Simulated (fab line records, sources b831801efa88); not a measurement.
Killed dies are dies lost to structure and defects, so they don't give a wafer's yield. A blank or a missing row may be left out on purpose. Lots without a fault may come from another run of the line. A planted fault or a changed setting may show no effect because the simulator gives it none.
fab line records | flow gf180mcu
record lots=13 wafers=39 last_day=34
route steps=602 shown DUAL_GATE@147 HV_LDD@184 SAB@277 M3@413
lots that met no fault: from a run of the same line without faults
start_h: hours from the record's first day to the start of the lot's first wafer shown | wait_h: hours since the lot's step before | " the same as in the row above | L1.1+2: a row that stands for several wafers | - no value, or no start given | * or withheld: withheld | < > ~ a bound
route shown NAME@n: a module of which the file shows steps, and the number in the route of the first | usual: mean/standard deviation of fault-free wafers | same: alike in all rows | chamber/n: place in a boat | sites: the reading at each site | _std_site: their standard deviation | _edge_site: outer sites' mean less inner sites' | radius_mm: how far each site lies from the wafer's centre | mask NAME#n: copy n | behind: the tool/chamber that last shaped the wafer | hold: why the lot was held/for how many hours/how that ended | device: the transistor (n, p or np) that didn't switch | end of line: the same wafers' tests at the end of the route | a step without rows: its recipe alone | killed: dies lost to structure and defects at the first sort, not the wafer's yield | map: a wafer's dies, x killed, . not, _ none there
set.NAME: the setting as run; set.NAME@STEP: as run at that earlier step | model.NAME: the simulator's own value behind a step, which no gauge read
steps of the route over a sample of lots; a table a step, a row a wafer
services: from which hour (start_h, from the record's first day; less than 0 if before it) a tool's chamber was out of use, for how many hours, and why
## steps
# step GF_DUAL_GATE_COAT_06
# recipe resist=NOVOLAK spin_rpm=3000 resist_thk_nm=1000
# columns lot.wafer tool chamber start_h wait_h
L991.4+5+6 litho_track-01 0 167.20 0.1
L992.3+4+5 litho_track-03 0 173.64 0.1
L995.3+5+6 litho_track-01 0 193.53 0.1
L996.3+5+6 litho_track-02 0 210.30 0.1
L998.2+3+6 litho_track-01 0 217.50 0.1
L102.1+4+6 litho_track-03 0 243.64 0.1
L103.1+4+5 litho_track-01 0 248.03 0.1
L106.2+3+4 litho_track-01 0 268.10 0.1
L110.1+4+5 litho_track-01 0 295.98 0.1
L111.2+4+5 litho_track-03 0 303.96 0.1
L112.2+4+5 litho_track-03 0 309.26 0.1
L113.3+4+6 litho_track-02 0 319.55 0.1
L114.1+3+4 litho_track-03 0 323.84 0.1
# step GF_DUAL_GATE_STRIP_13
# recipe chemistry=O2/N2 power_w=1400 pressure_mtorr=1500 platen_temp_c=250 o2_flow_sccm=3000 n2_flow_sccm=300 overash_fraction=0.5
# usual drypump_motor_current_A=5.6/0.48 heater_power_w=344/23 oes_product_au=0.716/0.0045 strip_time_to_endpoint_s=12.62/0.035
# columns lot.wafer tool chamber start_h wait_h drypump_motor_current_A heater_power_w oes_product_au rf_hours_counter_h strip_time_to_endpoint_s
L991.4 plasma_asher-04 0 175.75 0.0 4.8 336 0.710 - 12.56
L991.5 " 0 " " 4.8 332 0.718 - 12.59
L991.6 " 1 " " 5.7 387 0.712 - 12.59
L992.3 plasma_asher-01 0 182.60 0.0 5.3 324 0.711 - 12.66
L992.4 " 1 " " 6.1 333 0.710 - 12.61
L992.5 " 0 " " 5.3 319 0.717 - 12.57
L995.3 plasma_asher-01 0 201.95 0.0 5.3 318 0.713 - 12.59
L995.5 " 1 " " 6.1 335 0.723 - 12.55
L995.6 " 0 " " 5.3 324 0.719 - 12.58
L996.3 plasma_asher-01 0 219.99 0.0 5.3 323 0.707 - 12.68
L996.5 " 1 " " 6.1 334 0.720 - 12.72
L996.6 " 0 " " 5.3 316 0.720 - 12.71
L998.2 plasma_asher-01 0 226.26 0.0 5.3 322 0.721 58 12.64
L998.3 " 0 " " 5.3 309 0.719 - 12.62
L998.6 " 1 " " 6.1 340 0.718 - 12.65
L102.1 plasma_asher-04 1 253.29 0.0 5.7 405 0.715 46 12.60
L102.4 " 1 " " 5.7 390 0.722 - 12.60
L102.6 " 0 " " 4.8 338 0.720 - 12.63
L103.1 plasma_asher-01 0 258.19 0.0 5.3 321 0.721 61 12.63
L103.4 " 0 " " 5.3 315 0.712 - 12.64
L103.5 " 1 " " 6.1 328 0.710 - 12.63
L106.2 plasma_asher-02 0 277.85 0.0 6.3 340 0.712 61 13.00
L106.3 " 1 " " 5.6 362 0.717 - 12.98
L106.4 " 0 " " 6.3 343 0.710 - 13.01
L110.1 plasma_asher-01 0 306.29 0.0 5.3 323 0.707 66 12.99
L110.4 " 1 " " 6.1 344 0.714 - 12.97
L110.5 " 0 " " 5.3 330 0.710 - 12.97
L111.2 plasma_asher-02 0 314.57 0.0 6.2 340 0.720 65 12.60
L111.4 " 1 " " 5.7 357 0.719 - 12.60
L111.5 " 0 " " 6.2 344 0.723 - 12.63
L112.2 plasma_asher-04 0 320.19 0.0 4.8 337 0.718 53 12.63
L112.4 " 0 " " 4.8 330 0.709 - 12.62
L112.5 " 0 " " 4.8 339 0.722 - 12.66
L113.3 plasma_asher-01 1 330.49 0.0 6.1 337 0.705 - 12.66
L113.4 " 0 " " 5.3 317 0.713 - 12.65
L113.6 " 1 " " 6.1 342 0.712 - 12.64
L114.1 plasma_asher-01 1 334.60 0.0 6.1 338 0.706 69 12.54
L114.3 " 0 " " 5.3 314 0.712 - 12.58
L114.4 " 1 " " 6.1 344 0.719 - 12.59
# step GF_HV_LDD_OVL_MEAS_08
# usual HV_LDD_OVL=0.1/1.5
# columns lot.wafer tool chamber start_h wait_h HV_LDD_OVL[nm]
L991.4 overlay-01 - 223.63 0.1 1.3
L991.5 " - " " 2.7
L991.6 " - " " 1.2
L992.3 overlay-02 - 223.69 0.1 -1.1
L992.4 " - " " -1.0
L992.5 " - " " -1.5
L995.3 overlay-02 - 246.02 0.1 -0.8
L995.5 " - " " -2.1
L995.6 " - " " 0.6
L996.3 overlay-01 - 261.59 0.1 1.4
L996.5 " - " " 2.5
L996.6 " - " " 2.4
L998.2 overlay-01 - 269.23 0.1 3.1
L998.3 " - " " 1.4
L998.6 " - " " -0.2
L102.1 overlay-02 - 298.11 0.1 -1.8
L102.4 " - " " -2.1
L102.6 " - " " -0.4
L103.1 overlay-01 - 302.26 0.1 0.1
L103.4 " - " " 2.5
L103.5 " - " " 2.7
L106.2 overlay-02 - 325.21 0.1 -2.9
L106.3 " - " " -0.2
L106.4 " - " " -1.8
L110.1 overlay-01 - 355.81 0.1 1.9
L110.4 " - " " 0.7
L110.5 " - " " 0.8
L111.2 overlay-02 - 365.58 0.1 -1.4
L111.4 " - " " -1.9
L111.5 " - " " 0.3
L112.2 overlay-01 - 373.15 0.1 -1.2
L112.4 " - " " -1.8
L112.5 " - " " -1.5
L113.3 overlay-01 - 378.56 0.1 1.0
L113.4 " - " " 2.0
L113.6 " - " " 1.4
L114.1 overlay-02 - 388.16 0.1 -1.1
L114.3 " - " " 0.8
L114.4 " - " " 0.6
# step GF_SAB_STRIP_13
# recipe chemistry=O2/N2 power_w=1400 pressure_mtorr=1500 platen_temp_c=250 o2_flow_sccm=3000 n2_flow_sccm=300 overash_fraction=0.5
# usual drypump_motor_current_A=5.6/0.45 heater_power_w=342/25 oes_product_au=0.709/0.0049 strip_time_to_endpoint_s=12.61/0.036
# columns lot.wafer tool chamber start_h wait_h drypump_motor_current_A heater_power_w oes_product_au rf_hours_counter_h strip_time_to_endpoint_s
L991.4 plasma_asher-04 0 346.46 0.0 4.8 332 0.708 - 12.63
L991.5 " 0 " " 4.8 336 0.696 - 12.61
L991.6 " 1 " " 5.7 393 0.708 - 12.63
L992.3 plasma_asher-01 0 348.40 0.0 5.3 316 0.704 - 12.55
L992.4 " 1 " " 6.1 348 0.715 - 12.55
L992.5 " 1 " " 6.1 332 0.703 - 12.57
L995.3 plasma_asher-01 0 373.96 0.0 5.3 310 0.712 - 12.66
L995.5 " 1 " " 6.1 339 0.712 - 12.65
L995.6 " 0 " " 5.3 325 0.705 - 12.61
L996.3 plasma_asher-03 0 391.55 0.0 5.7 344 0.712 - 12.61
L996.5 " 1 " " 5.9 356 0.716 - 12.63
L996.6 " 0 " " 5.8 344 0.704 - 12.61
L998.2 plasma_asher-01 0 403.03 0.0 5.3 318 0.711 76 12.63
L998.3 " 1 " " 6.1 335 0.710 - 12.63
L998.6 " 0 " " 5.3 319 0.701 - 12.60
L102.1 plasma_asher-01 0 437.42 0.0 5.3 318 0.709 79 12.65
L102.4 " 1 " " 6.1 338 0.715 - 12.65
L102.6 " 0 " " 5.3 316 0.702 - 12.63
L103.1 plasma_asher-01 1 440.32 0.0 6.1 340 0.709 80 12.69
L103.4 " 0 " " 5.3 319 0.702 - 12.65
L103.5 " 0 " " 5.3 318 0.710 - 12.61
L106.2 plasma_asher-04 1 465.01 0.0 5.7 387 0.714 68 12.64
L106.3 " 1 " " 5.7 387 0.717 - 12.63
L106.4 " 0 " " 4.8 324 0.715 - 12.65
L110.1 plasma_asher-04 0 501.61 0.0 4.8 333 0.714 73 12.56
L110.4 " 0 " " 4.8 338 0.707 - 12.58
L110.5 " 1 " " 5.7 387 0.722 - 12.57
L111.2 plasma_asher-01 1 512.06 0.0 6.1 330 0.705 87 12.63
L111.4 " 0 " " 5.3 316 0.709 - 12.60
L111.5 " 0 " " 5.3 318 0.709 - 12.64
L112.2 plasma_asher-04 0 521.76 0.0 4.8 344 0.708 75 12.58
L112.4 " 0 " " 4.8 339 0.713 - 12.56
L112.5 " 0 " " 4.8 339 0.704 - 12.60
L113.3 plasma_asher-04 1 526.26 0.0 5.7 374 0.712 - 12.62
L113.4 " 0 " " 4.8 337 0.712 - 12.62
L113.6 " 0 " " 4.8 329 0.707 - 12.59
L114.1 plasma_asher-01 1 535.86 0.0 6.1 333 0.715 90 12.58
L114.3 " 1 " " 6.1 340 0.706 - 12.58
L114.4 " 0 " " 5.3 314 0.710 - 12.59
# step GF_M3_SPUTTER_04
# recipe material=TiN target_thk_nm=50 power_w=6500 time_s=41.7 chamber_pressure_pa=0.4
# usual throttle_valve_pct=30.0/0.98
# columns lot.wafer tool chamber start_h wait_h throttle_valve_pct
L991.4 pvd_sputter-03 - 471.97 0.0 29.5
L991.5 " - " " 29.9
L991.6 " - " " 29.9
L992.3 pvd_sputter-03 - 473.85 0.0 29.6
L992.4 " - " " 29.5
L992.5 " - " " 29.8
L995.3 pvd_sputter-01 - 501.53 0.0 30.1
L995.5 " - " " 28.7
L995.6 " - " " 30.9
L996.3 pvd_sputter-01 - 519.03 0.0 28.8
L996.5 " - " " 29.2
L996.6 " - " " 30.0
L998.2 pvd_sputter-04 - 532.13 0.0 31.5
L998.3 " - " " 29.7
L998.6 " - " " 28.2
L102.1 pvd_sputter-01 - 564.58 0.0 30.1
L102.4 " - " " 30.6
L102.6 " - " " 28.9
L103.1 pvd_sputter-04 - 566.86 0.0 30.2
L103.4 " - " " 28.4
L103.5 " - " " 31.8
L106.2 pvd_sputter-01 - 588.94 0.0 30.3
L106.3 " - " " 31.0
L106.4 " - " " 28.8
L110.1 pvd_sputter-04 - 621.45 0.0 31.6
L110.4 " - " " 31.7
L110.5 " - " " 29.7
L111.2 pvd_sputter-04 - 629.97 0.0 30.1
L111.4 " - " " 30.1
L111.5 " - " " 30.1
L112.2 pvd_sputter-01 - 637.16 0.0 29.9
L112.4 " - " " 30.1
L112.5 " - " " 31.1
L113.3 pvd_sputter-04 - 642.02 0.0 28.6
L113.4 " - " " 29.6
L113.6 " - " " 28.7
L114.1 pvd_sputter-03 - 648.85 0.0 30.0
L114.3 " - " " 29.7
L114.4 " - " " 31.3
## services
# columns tool chamber start_h hours kind
pvd_sputter-04 - 150.89 11.7 repair
pvd_sputter-03 - 196.37 2.4 repair
pvd_sputter-03 - 228.96 15.3 repair
pvd_sputter-03 - 235.68 5.2 repair
pvd_sputter-01 - 243.16 2.1 repair
plasma_asher-04 - 274.51 2.8 pm
pvd_sputter-01 - 305.67 1.7 repair
pvd_sputter-03 - 315.49 2.6 repair
pvd_sputter-03 - 324.34 0.8 repair
pvd_sputter-03 - 356.40 5.0 repair
pvd_sputter-03 - 384.22 0.6 repair
pvd_sputter-03 - 396.16 0.6 repair
pvd_sputter-04 - 416.99 0.9 repair
pvd_sputter-04 - 447.57 3.8 repair
plasma_asher-04 - 456.39 1.7 repair
pvd_sputter-04 - 483.78 3.3 repair
plasma_asher-01 - 501.76 4.3 pm
pvd_sputter-03 - 573.85 4.6 repair
plasma_asher-01 - 574.55 14.6 pm
pvd_sputter-01 - 589.15 3.4 repair
plasma_asher-01 - 598.84 6.5 repair
plasma_asher-01 - 612.26 9.2 repair
pvd_sputter-03 - 612.79 1.5 repair
plasma_asher-01 - 634.23 0.8 repair
## key
first_sign step=GF_DUAL_GATE_STRIP_13 reading=strip_time_to_endpoint_s direction=up sigmas=11 usual=* struck=*
effect none on later readings
met_at GF_DUAL_GATE_COAT_06
struck_lots L106,L110
tester_left_out L106,L110
not_acting_at GF_HV_LDD_OVL_MEAS_08,GF_SAB_STRIP_13,GF_M3_SPUTTER_04
onset_between 248.03 268.10
fault kind=process_parameter_drift tool=litho_track-01 chamber=- onset_h=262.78 steps=GF_DUAL_GATE_COAT_06 channel=resist_thk_nm offset=* shape=step end_h=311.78 acts_in=* stated=*
# tester_left_out: of these lots the tester's yield and bins aren't shown, on N5 and GAA mostly nor the transistor test; their killed dies are dies lost to structure and defects alone, not to doping, threshold or leakage, so they don't give the yield
